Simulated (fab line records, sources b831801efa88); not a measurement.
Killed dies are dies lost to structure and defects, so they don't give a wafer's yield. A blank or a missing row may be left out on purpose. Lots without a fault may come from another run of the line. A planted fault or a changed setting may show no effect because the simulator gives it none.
fab line records | flow gf180mcu
record lots=5 wafers=15 last_day=33
route steps=602 shown CONTACT@293 M1@315
lots that met no fault: from a run of the same line without faults
start_h: hours from the record's first day to the start of the lot's first wafer shown | wait_h: hours since the lot's step before | " the same as in the row above | L1.1+2: a row that stands for several wafers | - no value, or no start given | * or withheld: withheld | < > ~ a bound
route shown NAME@n: a module of which the file shows steps, and the number in the route of the first | usual: mean/standard deviation of fault-free wafers | same: alike in all rows | chamber/n: place in a boat | sites: the reading at each site | _std_site: their standard deviation | _edge_site: outer sites' mean less inner sites' | radius_mm: how far each site lies from the wafer's centre | mask NAME#n: copy n | behind: the tool/chamber that last shaped the wafer | hold: why the lot was held/for how many hours/how that ended | device: the transistor (n, p or np) that didn't switch | end of line: the same wafers' tests at the end of the route | a step without rows: its recipe alone | killed: dies lost to structure and defects at the first sort, not the wafer's yield | map: a wafer's dies, x killed, . not, _ none there
set.NAME: the setting as run; set.NAME@STEP: as run at that earlier step | model.NAME: the simulator's own value behind a step, which no gauge read
lots at some steps of the route; a table a step, a row a wafer
services: from which hour (start_h, from the record's first day; less than 0 if before it) a tool's chamber was out of use, for how many hours, and why
## steps
# step GF_CONTACT_DEHYDRATE_06
# recipe temp_c=200 time_s=60
# columns lot.wafer tool chamber start_h wait_h
L083.2+3+4 litho_track-01 0 448.77 11.9
L085.3+4+5 litho_track-02 0 469.60 11.7
L086.1+2+5 litho_track-02 0 475.10 11.5
L090.1+2+6 litho_track-01 0 508.29 11.0
L091.2+3+4 litho_track-01 0 515.72 11.3
# step GF_CONTACT_HMDS_07
# recipe prime_time_s=60 prime_temp_c=120
# usual prime_temp_c=120.00/0.13
# columns lot.wafer tool chamber start_h wait_h prime_temp_c
L083.2 litho_track-01 0 448.92 0.1 120.17
L083.3 " 0 " " 120.05
L083.4 " 0 " " 119.91
L085.3 litho_track-02 0 469.75 0.1 119.94
L085.4 " 0 " " 120.09
L085.5 " 0 " " 120.42
L086.1 litho_track-02 0 475.25 0.1 120.15
L086.2 " 0 " " 120.04
L086.5 " 0 " " 120.46
L090.1 litho_track-01 0 508.44 0.1 120.03
L090.2 " 0 " " 119.87
L090.6 " 0 " " 119.89
L091.2 litho_track-01 0 515.87 0.1 120.09
L091.3 " 0 " " 120.04
L091.4 " 0 " " 119.86
# step GF_CONTACT_COAT_08
# recipe resist=BARC temp_c=withheld time_s=withheld spin_rpm=withheld resist_thk_nm=withheld
# columns lot.wafer tool chamber start_h wait_h
L083.2+3+4 litho_track-01 0 449.07 0.1
L085.3+4+5 litho_track-02 0 469.90 0.1
L086.1+2+5 litho_track-02 0 475.40 0.1
L090.1+2+6 litho_track-01 0 508.59 0.1
L091.2+3+4 litho_track-01 0 516.02 0.1
# step GF_CONTACT_COAT_09
# recipe resist=KrF spin_rpm=withheld resist_thk_nm=1000
# columns lot.wafer tool chamber start_h wait_h
L083.2+3+4 litho_track-01 0 - -
L085.3+4+5 litho_track-02 0 - -
L086.1+2+5 litho_track-02 0 - -
L090.1+2+6 litho_track-01 0 - -
L091.2+3+4 litho_track-01 0 - -
# step GF_CONTACT_SOFTBAKE_10
# recipe temp_c=130.3 time_s=60 resist=KrF
# columns lot.wafer tool chamber start_h wait_h
L083.2+3+4 litho_track-01 0 - -
L085.3+4+5 litho_track-02 0 - -
L086.1+2+5 litho_track-02 0 - -
L090.1+2+6 litho_track-01 0 - -
L091.2+3+4 litho_track-01 0 - -
# step GF_CONTACT_EXPOSE_11
# recipe mask_id=Contact target_cd_nm=220 na=0.68 source_shape=conventional sigma_outer=0.6 dose_mj=38
# same na=0.68
# columns lot.wafer tool chamber start_h wait_h mask
L083.2+3+4 krf_scanner-02 0 - - Contact#0
L085.3+4+5 krf_scanner-01 0 - - Contact#0
L086.1+2+5 krf_scanner-02 0 - - Contact#0
L090.1+2+6 krf_scanner-02 0 - - Contact#0
L091.2+3+4 krf_scanner-02 0 - - Contact#0
# step GF_CONTACT_PEB_12
# recipe peb_temp_c=135 peb_time_s=90 resist=KrF
# same peb_time_s=90
# columns lot.wafer tool chamber start_h wait_h
L083.2+3+4 litho_track-04 0 - -
L085.3+4+5 litho_track-02 0 - -
L086.1+2+5 litho_track-01 0 - -
L090.1+2+6 litho_track-01 0 - -
L091.2+3+4 litho_track-02 0 - -
# step GF_CONTACT_DEVELOP_13
# recipe develop_time_s=60 resist=KrF dev_temp_c=21
# columns lot.wafer tool chamber start_h wait_h
L083.2+3+4 litho_track-04 0 461.05 0.2
L085.3+4+5 litho_track-02 0 482.45 0.1
L086.1+2+5 litho_track-01 0 488.34 0.2
L090.1+2+6 litho_track-01 0 520.54 0.2
L091.2+3+4 litho_track-02 0 527.82 0.2
# step GF_CONTACT_CD_MEAS_14
# recipe target_cd_nm=220
# usual cd_nm=220.3/1.7
# columns lot.wafer tool chamber start_h wait_h cd_nm
L083.2 cd_sem-02 - 461.20 0.1 218.4
L083.3 " - " " 218.8
L083.4 " - " " 219.1
L085.3 cd_sem-02 - 482.59 0.1 221.4
L085.4 " - " " 220.1
L085.5 " - " " 221.0
L086.1 cd_sem-02 - 488.49 0.1 222.5
L086.2 " - " " 221.6
L086.5 " - " " 223.5
L090.1 cd_sem-01 - 520.69 0.1 218.9
L090.2 " - " " 219.4
L090.6 " - " " 218.6
L091.2 cd_sem-02 - 527.97 0.1 221.9
L091.3 " - " " 221.8
L091.4 " - " " 221.9
# step GF_CONTACT_OVL_MEAS_15
# usual CONTACT_OVL=-1/5.3
# columns lot.wafer tool chamber start_h wait_h CONTACT_OVL[nm]
L083.2 overlay-02 - 461.30 0.1 -5
L083.3 " - " " -4
L083.4 " - " " 3
L085.3 overlay-01 - 482.68 0.1 -2
L085.4 " - " " -12
L085.5 " - " " -2
L086.1 overlay-02 - 488.61 0.1 -8
L086.2 " - " " 4
L086.5 " - " " -10
L090.1 overlay-02 - 520.81 0.1 0
L090.2 " - " " -1
L090.6 " - " " 2
L091.2 overlay-02 - 528.07 0.1 -2
L091.3 " - " " -4
L091.4 " - " " 0
# step GF_CONTACT_ETCH_16
# recipe chemistry=N2/H2 target_depth_a=withheld overetch_a=withheld time_s=withheld target=BARC ion_energy_ev=200 source_w=500 bias_w=100 pressure_mtorr=30 n2_flow_sccm=100 h2_flow_sccm=200
# usual drypump_motor_current_A=5.76/0.29 oes_product_au=0.855/0.005 throttle_valve_pct=13.225/0.0086
# columns lot.wafer tool chamber start_h wait_h drypump_motor_current_A oes_product_au throttle_valve_pct
L083.2 rie_diel-03 1 461.33 0.0 5.75 0.849 13.213
L083.3 " 3 " " 5.55 0.851 13.234
L083.4 " 2 " " 6.23 0.856 13.228
L085.3 rie_diel-01 3 482.70 0.0 5.63 0.854 13.228
L085.4 " 0 " " 5.78 0.849 13.239
L085.5 " 2 " " 5.99 0.851 13.225
L086.1 rie_diel-01 2 488.65 0.0 5.98 0.856 13.225
L086.2 " 1 " " 5.89 0.849 13.214
L086.5 " 3 " " 5.62 0.862 13.233
L090.1 rie_diel-01 0 520.85 0.0 5.74 0.852 13.236
L090.2 " 1 " " 5.86 0.860 13.222
L090.6 " 1 " " 5.85 0.855 13.223
L091.2 rie_diel-04 3 528.10 0.0 5.18 0.859 13.213
L091.3 " 1 " " 5.88 0.855 13.217
L091.4 " 2 " " 5.49 0.839 13.216
# step GF_CONTACT_ETCH_17
# recipe chemistry=C4F8/O2/Ar mask_material=KrF target=SiO2 stop_on=CoSi2 source_w=1500 bias_w=1200 pressure_mtorr=40 c4f8_flow_sccm=withheld O2_flow_sccm=6 Ar_flow_sccm=300 time_s=withheld target_depth_a=8600
# usual oes_product_au=0.816/0.0053
# columns lot.wafer tool chamber start_h wait_h oes_product_au
L083.2 rie_diel-03 1 - - 0.822
L083.3 " 3 " " 0.808
L083.4 " 2 " " 0.822
L085.3 rie_diel-01 3 - - 0.817
L085.4 " 0 " " 0.812
L085.5 " 2 " " 0.822
L086.1 rie_diel-01 2 - - 0.813
L086.2 " 1 " " 0.822
L086.5 " 3 " " 0.823
L090.1 rie_diel-01 0 - - 0.815
L090.2 " 1 " " 0.817
L090.6 " 1 " " 0.815
L091.2 rie_diel-04 3 - - 0.825
L091.3 " 1 " " 0.827
L091.4 " 2 " " 0.819
# step GF_CONTACT_STRIP_18
# recipe chemistry=O2/N2 power_w=1400 pressure_mtorr=1500 platen_temp_c=250 o2_flow_sccm=3000 n2_flow_sccm=300 overash_fraction=0.5
# usual drypump_motor_current_A=5.9/0.4 heater_power_w=311/39 oes_product_au=0.579/0.0051 platen_temp_c=249.99/0.17
# columns lot.wafer tool chamber start_h wait_h drypump_motor_current_A heater_power_w oes_product_au platen_temp_c rf_hours_counter_h
L083.2 plasma_asher-02 1 461.50 - 6.1 310 0.581 250.11 38
L083.3 " 1 " " 6.1 310 0.578 250.00 -
L083.4 " 0 " " 6.5 396 0.580 249.93 -
L085.3 plasma_asher-01 0 482.90 - 5.6 261 0.576 250.36 -
L085.4 " 1 " " 5.1 324 0.573 249.94 -
L085.5 " 1 " " 5.2 322 0.576 250.28 -
L086.1 plasma_asher-01 0 488.81 - 5.6 261 0.583 249.98 6
L086.2 " 1 " " 5.1 309 0.582 249.95 6
L086.5 " 1 " " 5.1 322 0.573 250.13 -
L090.1 plasma_asher-03 0 521.01 - 6.1 308 0.583 249.74 73
L090.2 " 1 " " 5.6 279 0.586 250.26 73
L090.6 " 0 " " 6.0 300 0.586 250.00 -
L091.2 plasma_asher-01 1 528.27 - 5.1 314 0.575 249.94 10
L091.3 " 0 " " 5.6 266 0.579 250.05 -
L091.4 " 1 " " 5.2 323 0.576 250.23 -
# step GF_CONTACT_CLEAN_19
# recipe chemistry=SPM
# columns lot.wafer tool chamber start_h wait_h
L083.2+3+4 wet_bench-03 0 461.60 0.1
L085.3+4+5 wet_bench-01 0 482.97 0.0
L086.1+2+5 wet_bench-01 0 488.91 0.1
L090.1+2+6 wet_bench-02 3 521.11 0.1
L091.2+3+4 wet_bench-01 2 528.37 0.1
# step GF_CONTACT_CLEAN_20
# recipe chemistry=DIW
# columns lot.wafer tool chamber start_h wait_h
L083.2+3+4 wet_bench-01 1 461.75 0.1
L085.3+4+5 wet_bench-02 1 483.06 0.0
L086.1+2+5 wet_bench-02 1 489.00 0.0
L090.1+2+6 wet_bench-01 0 521.20 0.0
L091.2+3+4 wet_bench-02 2 528.47 0.0
# step GF_CONTACT_CLEAN_21
# recipe chemistry=dHF time_s=20 dilution=100:1 dry=ipa_marangoni
# columns lot.wafer tool chamber start_h wait_h
L083.2+3+4 wet_bench-01 3 461.85 0.0
L085.3+4+5 wet_bench-03 1 483.16 0.0
L086.1+2+5 wet_bench-01 0 489.10 0.0
L090.1+2+6 wet_bench-03 1 521.30 0.0
L091.2+3+4 wet_bench-01 2 528.56 0.0
# step GF_CONTACT_SPUTTER_22
# recipe material=Ti target_thk_nm=15 chamber_pressure_pa=5 power_w=2500 substrate_temp_c=200 time_s=80.02
# usual substrate_temp_c=199.98/0.17 throttle_valve_pct=30.1/0.89
# columns lot.wafer tool chamber start_h wait_h substrate_temp_c throttle_valve_pct
L083.2 pvd_sputter-04 - 461.86 0.0 200.17 31.7
L083.3 " - " " 200.10 29.4
L083.4 " - " " 200.13 29.7
L085.3 pvd_sputter-01 - 483.17 0.0 200.16 30.5
L085.4 " - " " 199.98 28.9
L085.5 " - " " 200.18 30.5
L086.1 pvd_sputter-01 - 489.12 0.0 200.05 30.5
L086.2 " - " " 200.02 28.9
L086.5 " - " " 199.81 29.3
L090.1 pvd_sputter-03 - 521.32 0.0 200.00 29.0
L090.2 " - " " 199.83 31.2
L090.6 " - " " 200.02 29.3
L091.2 pvd_sputter-04 - 528.57 0.0 200.03 29.7
L091.3 " - " " 200.02 31.5
L091.4 " - " " 199.72 28.9
# step GF_CONTACT_SPUTTER_23
# recipe material=TiN target_thk_nm=10 chamber_pressure_pa=5 power_w=4000 time_s=40
# usual throttle_valve_pct=30.2/0.88
# columns lot.wafer tool chamber start_h wait_h throttle_valve_pct
L083.2 pvd_sputter-04 - 461.92 0.0 31.4
L083.3 " - " " 29.9
L083.4 " - " " 29.8
L085.3 pvd_sputter-01 - 483.23 0.0 30.6
L085.4 " - " " 28.6
L085.5 " - " " 30.2
L086.1 pvd_sputter-01 - 489.18 0.0 30.7
L086.2 " - " " 29.1
L086.5 " - " " 29.5
L090.1 pvd_sputter-03 - 521.38 0.0 29.2
L090.2 " - " " 31.2
L090.6 " - " " 29.1
L091.2 pvd_sputter-04 - 528.63 0.0 29.8
L091.3 " - " " 31.6
L091.4 " - " " 28.9
# step GF_CONTACT_CVD_24
# recipe material=W target_thk_nm=300 time_s=90.339 temp_c=400 pressure_torr=40
# usual heater_power_w=876/31
# columns lot.wafer tool chamber start_h wait_h heater_power_w
L083.2 cvd_w-01 0 461.96 0.0 821
L083.3 " 1 " " 898
L083.4 " 0 " " 824
L085.3 cvd_w-02 1 483.34 0.1 912
L085.4 " 1 " " 867
L085.5 " 1 " " 895
L086.1 cvd_w-01 1 489.22 0.0 887
L086.2 " 0 " " 836
L086.5 " 0 " " 842
L090.1 cvd_w-01 1 521.42 0.0 906
L090.2 " 0 " " 812
L090.6 " 0 " " 827
L091.2 cvd_w-01 1 528.67 0.0 905
L091.3 " 1 " " 860
L091.4 " 0 " " 845
# step GF_CONTACT_RS_MEAS_25
# recipe thk_meas_gauge=four-point-probe reads=W_of_CONTACT_CVD_24+TiN_of_CONTACT_SPUTTER_23+Ti_of_CONTACT_SPUTTER_22
# usual CONTACT_W_RS=0.384/0.0036
# columns lot.wafer tool chamber start_h wait_h CONTACT_W_RS[ohm/sq]
L083.2 film_metro-03 - 462.08 0.1 0.385
L083.3 " - " " 0.382
L083.4 " - " " 0.387
L085.3 film_metro-02 - 483.51 0.1 0.389
L085.4 " - " " 0.382
L085.5 " - " " 0.386
L086.1 film_metro-02 - 489.32 0.1 0.384
L086.2 " - " " 0.388
L086.5 " - " " 0.384
L090.1 film_metro-02 - 521.56 0.1 0.383
L090.2 " - " " 0.378
L090.6 " - " " 0.380
L091.2 film_metro-02 - 528.79 0.1 0.380
L091.3 " - " " 0.384
L091.4 " - " " 0.382
# step GF_CONTACT_THK_MEAS_26
# recipe thk_meas_gauge=xrf reads=W_of_CONTACT_CVD_24
# usual CONTACT_W_THK=291/3.7
# columns lot.wafer tool chamber start_h wait_h CONTACT_W_THK[nm]
L083.2 film_metro-03 - 462.19 0.1 293
L083.3 " - " " 293
L083.4 " - " " 289
L085.3 film_metro-02 - 483.61 0.1 288
L085.4 " - " " 290
L085.5 " - " " 287
L086.1 film_metro-02 - 489.44 0.1 290
L086.2 " - " " 286
L086.5 " - " " 289
L090.1 film_metro-02 - 521.68 0.1 288
L090.2 " - " " 292
L090.6 " - " " 289
L091.2 film_metro-02 - 528.90 0.1 294
L091.3 " - " " 292
L091.4 " - " " 293
# step GF_CONTACT_CMP_27
# recipe stop_on=SiO2 down_force_psi=3.5 platen_rpm=60 t_overpolish_s=15 target_thk_nm=0 pad_velocity_m_s=0.94248
# usual motor_current_A=11.6/0.95 overpolish_run_s=15.000/0.0093 platen_rpm=60.00/0.039 slurry_flow_ml_min=149.9/0.45 time_to_endpoint_s=71.2/3
# columns lot.wafer tool chamber start_h wait_h motor_current_A overpolish_run_s platen_rpm slurry_flow_ml_min time_to_endpoint_s
L083.3 cmp-01 1 462.66 0.5 11.9 14.991 59.94 149.8 70.6
L083.2 " 3 " " 12.7 15.004 60.00 150.1 71.0
L083.4 " 0 " " 10.9 15.009 59.94 149.2 71.0
L085.3 cmp-01 0 483.65 0.0 11.7 14.989 60.09 149.6 70.4
L085.4 " 2 " " 10.3 14.994 59.94 149.8 71.6
L085.5 " 0 " " 11.9 14.996 60.01 150.5 71.0
L086.2 cmp-01 1 489.85 0.4 12.3 14.993 59.96 149.0 66.4
L086.1 " 2 " " 10.3 15.009 60.00 149.9 68.9
L086.5 " 3 " " 13.9 15.005 60.03 150.8 70.1
L090.2 cmp-01 0 521.79 0.1 11.4 15.003 60.00 149.8 76.4
L090.1 " 1 " " 12.0 15.004 59.95 150.2 74.6
L090.6 " 0 " " 12.0 15.014 59.98 150.4 77.9
L091.4 cmp-01 0 528.95 0.0 11.1 14.996 60.07 151.0 76.0
L091.3 " 1 " " 12.5 15.002 59.96 149.8 69.2
L091.2 " 3 " " 12.8 14.997 60.04 150.2 76.4
# step GF_M1_SPUTTER_00
# recipe material=Ti target_thk_nm=37.5 arriving_ion_energy_ev=80 substrate_temp_c=200 chamber_pressure_pa=2 power_w=4000 time_s=150
# usual substrate_temp_c=199.99/0.18 throttle_valve_pct=29.9/0.75
# columns lot.wafer tool chamber start_h wait_h substrate_temp_c throttle_valve_pct
L083.2 pvd_sputter-01 - 462.96 0.1 200.12 30.7
L083.3 " - " " 200.22 30.5
L083.4 " - " " 199.65 28.9
L085.3 pvd_sputter-03 - 483.95 0.2 200.07 29.3
L085.4 " - " " 200.09 31.3
L085.5 " - " " 199.83 30.9
L086.1 pvd_sputter-03 - 490.05 0.1 199.92 31.5
L086.2 " - " " 200.09 30.9
L086.5 " - " " 199.82 31.1
L090.1 pvd_sputter-02 - 522.04 0.1 199.93 30.0
L090.2 " - " " 199.83 29.2
L090.6 " - " " 200.23 29.1
L091.2 pvd_sputter-01 - 529.25 0.1 199.85 30.5
L091.3 " - " " 199.81 29.0
L091.4 " - " " 200.13 30.5
# step GF_M1_SPUTTER_01
# recipe material=TiN target_thk_nm=30 power_w=6500 time_s=25 chamber_pressure_pa=0.4
# usual throttle_valve_pct=29.9/0.74
# columns lot.wafer tool chamber start_h wait_h throttle_valve_pct
L083.2 pvd_sputter-01 - 463.06 0.1 30.6
L083.3 " - " " 30.7
L083.4 " - " " 29.0
L085.3 pvd_sputter-03 - 484.05 0.1 29.2
L085.4 " - " " 31.3
L085.5 " - " " 31.2
L086.1 pvd_sputter-03 - 490.15 0.1 31.2
L086.2 " - " " 31.0
L086.5 " - " " 31.1
L090.1 pvd_sputter-02 - 522.14 0.1 29.7
L090.2 " - " " 29.2
L090.6 " - " " 29.3
L091.2 pvd_sputter-01 - 529.35 0.1 30.4
L091.3 " - " " 29.0
L091.4 " - " " 30.3
# step GF_M1_SPUTTER_02
# recipe material=AlCu target_thk_nm=450 power_w=10600 time_s=23.9 chamber_pressure_pa=0.4
# usual throttle_valve_pct=29.9/0.72
# columns lot.wafer tool chamber start_h wait_h throttle_valve_pct
L083.2 pvd_sputter-01 - 463.09 0.0 30.2
L083.3 " - " " 30.8
L083.4 " - " " 29.1
L085.3 pvd_sputter-03 - 484.08 0.0 29.0
L085.4 " - " " 31.1
L085.5 " - " " 31.2
L086.1 pvd_sputter-03 - 490.18 0.0 31.0
L086.2 " - " " 31.2
L086.5 " - " " 31.1
L090.1 pvd_sputter-02 - 522.17 0.0 29.8
L090.2 " - " " 29.1
L090.6 " - " " 29.2
L091.2 pvd_sputter-01 - 529.38 0.0 30.9
L091.3 " - " " 29.1
L091.4 " - " " 30.4
# step GF_M1_SPUTTER_03
# recipe material=Ti target_thk_nm=10 substrate_temp_c=300 chamber_pressure_pa=0.3 power_w=3000 time_s=6.7
# usual substrate_temp_c=300.02/0.19 throttle_valve_pct=29.9/0.73
# columns lot.wafer tool chamber start_h wait_h substrate_temp_c throttle_valve_pct
L083.2 pvd_sputter-01 - 463.12 0.0 299.60 30.5
L083.3 " - " " 300.27 30.8
L083.4 " - " " 300.24 29.1
L085.3 pvd_sputter-03 - 484.11 0.0 300.24 29.2
L085.4 " - " " 300.09 31.1
L085.5 " - " " 300.22 31.1
L086.1 pvd_sputter-03 - 490.21 0.0 299.96 31.1
L086.2 " - " " 299.78 31.0
L086.5 " - " " 299.81 31.2
L090.1 pvd_sputter-02 - 522.20 0.0 300.53 30.1
L090.2 " - " " 300.23 29.4
L090.6 " - " " 300.22 28.9
L091.2 pvd_sputter-01 - 529.41 0.0 299.71 30.6
L091.3 " - " " 300.21 29.2
L091.4 " - " " 299.96 30.4
# step GF_M1_SPUTTER_04
# recipe material=TiN target_thk_nm=50 power_w=6500 time_s=41.7 chamber_pressure_pa=0.4
# usual throttle_valve_pct=29.9/0.75
# columns lot.wafer tool chamber start_h wait_h throttle_valve_pct
L083.2 pvd_sputter-01 - 463.14 0.0 30.3
L083.3 " - " " 30.7
L083.4 " - " " 28.9
L085.3 pvd_sputter-03 - 484.14 0.0 29.3
L085.4 " - " " 31.1
L085.5 " - " " 31.1
L086.1 pvd_sputter-03 - 490.23 0.0 30.9
L086.2 " - " " 31.1
L086.5 " - " " 31.2
L090.1 pvd_sputter-02 - 522.22 0.0 30.1
L090.2 " - " " 29.1
L090.6 " - " " 29.2
L091.2 pvd_sputter-01 - 529.43 0.0 30.7
L091.3 " - " " 28.7
L091.4 " - " " 30.5
# step GF_M1_RS_MEAS_05
# recipe thk_meas_gauge=four-point-probe reads=TiN_of_M1_SPUTTER_04+Ti_of_M1_SPUTTER_03+AlCu_of_M1_SPUTTER_02+TiN_of_M1_SPUTTER_01+Ti_of_M1_SPUTTER_00
# usual M1_ALCU_RS=0.0696/0.00066
# columns lot.wafer tool chamber start_h wait_h M1_ALCU_RS[ohm/sq]
L083.2 film_metro-01 - 463.20 0.0 0.0693
L083.3 " - " " 0.0698
L083.4 " - " " 0.0699
L085.3 film_metro-02 - 484.21 0.1 0.0705
L085.4 " - " " 0.0693
L085.5 " - " " 0.0697
L086.1 film_metro-03 - 490.27 0.0 0.0697
L086.2 " - " " 0.0698
L086.5 " - " " 0.0701
L090.1 film_metro-03 - 522.26 0.0 0.0700
L090.2 " - " " 0.0693
L090.6 " - " " 0.0704
L091.2 film_metro-02 - 529.49 0.0 0.0701
L091.3 " - " " 0.0705
L091.4 " - " " 0.0697
# step GF_M1_THK_MEAS_06
# recipe thk_meas_gauge=xrf reads=AlCu_of_M1_SPUTTER_02
# usual M1_ALCU_THK=452/5
# columns lot.wafer tool chamber start_h wait_h M1_ALCU_THK[nm]
L083.2 film_metro-01 - 463.31 0.1 453
L083.3 " - " " 454
L083.4 " - " " 448
L085.3 film_metro-02 - 484.31 0.1 447
L085.4 " - " " 455
L085.5 " - " " 449
L086.1 film_metro-03 - 490.39 0.1 447
L086.2 " - " " 447
L086.5 " - " " 445
L090.1 film_metro-03 - 522.38 0.1 450
L090.2 " - " " 454
L090.6 " - " " 447
L091.2 film_metro-02 - 529.60 0.1 451
L091.3 " - " " 445
L091.4 " - " " 449
# step GF_M1_DEHYDRATE_07
# recipe temp_c=200 time_s=60
# columns lot.wafer tool chamber start_h wait_h
L083.2+3+4 litho_track-03 0 474.83 11.5
L085.3+4+5 litho_track-03 0 495.85 11.5
L086.1+2+5 litho_track-03 0 501.95 11.6
L090.1+2+6 litho_track-03 0 533.55 11.2
L091.2+3+4 litho_track-03 0 541.28 11.7
# step GF_M1_HMDS_08
# recipe prime_time_s=60 prime_temp_c=120
# usual prime_temp_c=120.03/0.14
# columns lot.wafer tool chamber start_h wait_h prime_temp_c
L083.2 litho_track-03 0 474.98 0.1 120.03
L083.3 " 0 " " 119.89
L083.4 " 0 " " 119.92
L085.3 litho_track-03 0 496.00 0.1 120.18
L085.4 " 0 " " 119.91
L085.5 " 0 " " 119.96
L086.1 litho_track-03 0 502.10 0.1 119.86
L086.2 " 0 " " 120.14
L086.5 " 0 " " 119.98
L090.1 litho_track-03 0 533.70 0.1 120.19
L090.2 " 0 " " 120.13
L090.6 " 0 " " 120.20
L091.2 litho_track-03 0 541.43 0.1 120.33
L091.3 " 0 " " 120.21
L091.4 " 0 " " 120.24
# step GF_M1_COAT_09
# recipe resist=KrF spin_rpm=withheld resist_thk_nm=1000
# columns lot.wafer tool chamber start_h wait_h
L083.2+3+4 litho_track-03 0 475.13 0.1
L085.3+4+5 litho_track-03 0 496.15 0.1
L086.1+2+5 litho_track-03 0 502.25 0.1
L090.1+2+6 litho_track-03 0 533.85 0.1
L091.2+3+4 litho_track-03 0 541.58 0.1
# step GF_M1_SOFTBAKE_10
# recipe temp_c=130 time_s=60 resist=KrF
# columns lot.wafer tool chamber start_h wait_h
L083.2+3+4 litho_track-03 0 475.28 0.1
L085.3+4+5 litho_track-03 0 496.30 0.1
L086.1+2+5 litho_track-03 0 502.40 0.1
L090.1+2+6 litho_track-03 0 534.00 0.1
L091.2+3+4 litho_track-03 0 541.73 0.1
# step GF_M1_EXPOSE_11
# recipe mask_id=Metal1 target_cd_nm=230 na=0.68 source_shape=conventional sigma_outer=0.6 dose_mj=28
# same na=0.68
# columns lot.wafer tool chamber start_h wait_h mask
L083.2+3+4 krf_scanner-01 0 - - Metal1#0
L085.3+4+5 krf_scanner-01 0 - - Metal1#0
L086.1+2+5 krf_scanner-01 0 - - Metal1#0
L090.1+2+6 krf_scanner-01 0 - - Metal1#0
L091.2+3+4 krf_scanner-02 0 - - Metal1#0
# step GF_M1_PEB_12
# recipe peb_temp_c=135 peb_time_s=90 resist=KrF
# same peb_time_s=90
# columns lot.wafer tool chamber start_h wait_h
L083.2+3+4 litho_track-03 0 - -
L085.3+4+5 litho_track-04 0 - -
L086.1+2+5 litho_track-04 0 - -
L090.1+2+6 litho_track-03 0 - -
L091.2+3+4 litho_track-02 0 - -
# step GF_M1_DEVELOP_13
# recipe develop_time_s=60 dev_temp_c=21
# columns lot.wafer tool chamber start_h wait_h
L083.2+3+4 litho_track-03 0 487.38 0.2
L085.3+4+5 litho_track-04 0 508.28 0.1
L086.1+2+5 litho_track-04 0 514.58 0.2
L090.1+2+6 litho_track-03 0 545.60 0.2
L091.2+3+4 litho_track-02 0 553.07 0.2
# step GF_M1_CD_MEAS_14
# recipe target_cd_nm=230
# usual cd_nm=230.0/1.1
# columns lot.wafer tool chamber start_h wait_h cd_nm
L083.2 cd_sem-01 - 487.52 0.1 229.9
L083.3 " - " " 229.9
L083.4 " - " " 230.6
L085.3 cd_sem-01 - 508.42 0.1 228.6
L085.4 " - " " 228.5
L085.5 " - " " 229.5
L086.1 cd_sem-01 - 514.73 0.1 230.5
L086.2 " - " " 229.2
L086.5 " - " " 230.1
L090.1 cd_sem-01 - 545.75 0.1 230.4
L090.2 " - " " 230.5
L090.6 " - " " 231.2
L091.2 cd_sem-01 - 553.22 0.1 229.2
L091.3 " - " " 229.5
L091.4 " - " " 230.4
# step GF_M1_OVL_MEAS_15
# usual M1_OVL=-4/8.3
# columns lot.wafer tool chamber start_h wait_h M1_OVL[nm]
L083.2 overlay-02 - 487.63 0.1 -14
L083.3 " - " " 1
L083.4 " - " " -11
L085.3 overlay-02 - 508.51 0.1 -7
L085.4 " - " " -1
L085.5 " - " " -5
L086.1 overlay-02 - 514.85 0.1 9
L086.2 " - " " -7
L086.5 " - " " 4
L090.1 overlay-01 - 545.87 0.1 5
L090.2 " - " " -5
L090.6 " - " " -3
L091.2 overlay-02 - 553.32 0.1 -9
L091.3 " - " " -15
L091.4 " - " " -17
# step GF_M1_METAL_ETCH_16
# recipe chemistry=Cl2/BCl3 mask_material=KrF target_depth_nm=627.5 stop_on=SiO2 pressure_mtorr=8 icp_w=800 bias_w=142.7 Cl2_flow_sccm=80 bcl3_flow_sccm=40 time_s=104.6
# usual drypump_motor_current_A=5.5/0.51 oes_product_au=0.972/0.0056 throttle_valve_pct=28.251/0.0095
# columns lot.wafer tool chamber start_h wait_h drypump_motor_current_A oes_product_au rf_hours_counter_h throttle_valve_pct
L083.2 rie_metal-03 0 487.66 0.0 5.0 0.967 2.4 28.240
L083.3 " 0 " " 5.0 0.970 - 28.264
L083.4 " 1 " " 5.9 0.959 - 28.257
L085.3 rie_metal-04 1 508.57 0.1 5.7 0.972 - 28.243
L085.4 " 0 " " 6.3 0.987 - 28.240
L085.5 " 1 " " 5.7 0.974 - 28.242
L086.1 rie_metal-02 1 514.88 0.0 4.7 0.976 9.5 28.225
L086.2 " 0 " " 5.5 0.974 4.2 28.271
L086.5 " 1 " " 4.8 0.974 - 28.247
L090.1 rie_metal-02 1 545.91 0.0 4.7 0.965 10.3 28.258
L090.2 " 0 " " 5.5 0.976 5.0 28.257
L090.6 " 0 " " 5.5 0.966 - 28.252
L091.2 rie_metal-03 1 553.35 0.0 5.9 0.974 0.8 28.242
L091.3 " 0 " " 5.0 0.963 - 28.261
L091.4 " 1 " " 5.9 0.970 - 28.255
## services
# columns tool chamber start_h hours kind
rie_diel-01 0 427.57 5.4 repair
krf_scanner-02 - 431.16 3.2 repair
krf_scanner-01 - 433.64 5.5 repair
rie_diel-01 0 437.40 1.5 repair
cmp-01 - 438.60 1.0 repair
krf_scanner-01 - 439.14 1.0 pm
krf_scanner-01 - 449.04 0.8 pm
krf_scanner-01 - 452.71 1.3 pm
pvd_sputter-03 - 454.45 4.1 repair
krf_scanner-02 - 455.89 2.0 repair
cvd_w-01 0 465.36 6.0 repair
rie_diel-01 1 467.62 14.5 repair
pvd_sputter-04 - 475.07 0.8 repair
rie_diel-01 - 475.31 0.6 repair
pvd_sputter-04 - 480.02 4.1 repair
rie_diel-01 2 483.26 4.6 repair
wet_bench-02 - 485.92 1.7 repair
rie_diel-01 - 505.95 14.6 pm
krf_scanner-01 - 522.60 1.3 repair
rie_diel-01 1 529.03 5.5 repair
cvd_w-01 1 543.59 2.7 repair
krf_scanner-02 - 547.84 4.4 pm
plasma_asher-01 - 548.90 13.9 pm
krf_scanner-02 - 552.88 0.8 pm
## key
fault none
